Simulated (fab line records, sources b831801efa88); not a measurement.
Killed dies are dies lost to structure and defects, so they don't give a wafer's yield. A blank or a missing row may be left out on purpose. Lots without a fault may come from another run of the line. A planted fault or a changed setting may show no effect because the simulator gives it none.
Chamber matching | flow sky130 | SKY_POLY_GATE_ETCH_17 on rie_si-02: 4 sister chambers
The step etches poly-Si in HBr/Cl2, stops on SiO2, target depth 180 nm, time 70.5 s. 4 wafers are shown with their chamber, then 7 later ones without.

WAFERS WITH THEIR CHAMBER
wafer  | chamber | drypump_motor_current_A (A)
L983.2 | 2       | 6.4
L983.4 | 0       | 5.9
L984.1 | 3       | 4.7
L984.3 | 1       | 5.8

WAFERS WITHOUT THEIR CHAMBER
wafer  | drypump_motor_current_A (A)
L984.6 | 4.7
L989.2 | 6.0
L989.4 | 4.7
L989.6 | 5.8
L992.1 | 5.8
L992.4 | 6.0
L992.5 | 4.7

WHICH CHAMBER EACH WENT THROUGH
wafer  | from the rows above     | in truth
L984.6 | 3                       | 3
L989.2 | can't be placed: 0 or 1 | 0
L989.4 | 3                       | 3
L989.6 | can't be placed: 1 or 0 | 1
L992.1 | can't be placed: 1 or 0 | 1
L992.4 | can't be placed: 0 or 1 | 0
L992.5 | 3                       | 3
Placed correctly: 3 of 7. Can't be placed from these rows: 4 (the true chamber is among the candidates in 4). Placed wrongly: 0.
How it was worked out, from the rows above alone: a wafer's distance from a chamber is the root of the sum, over the readings, of the square of ((its reading less the chamber's mean) divided by the reading's scatter). The wafer belongs to the nearest chamber; if the next one is less than 2 further off, it can't be placed. A chamber's mean is the mean of its shown wafers. The scatter: with one shown wafer a chamber, the root of the mean of the squares of how far each hidden wafer lies from its nearest shown one.
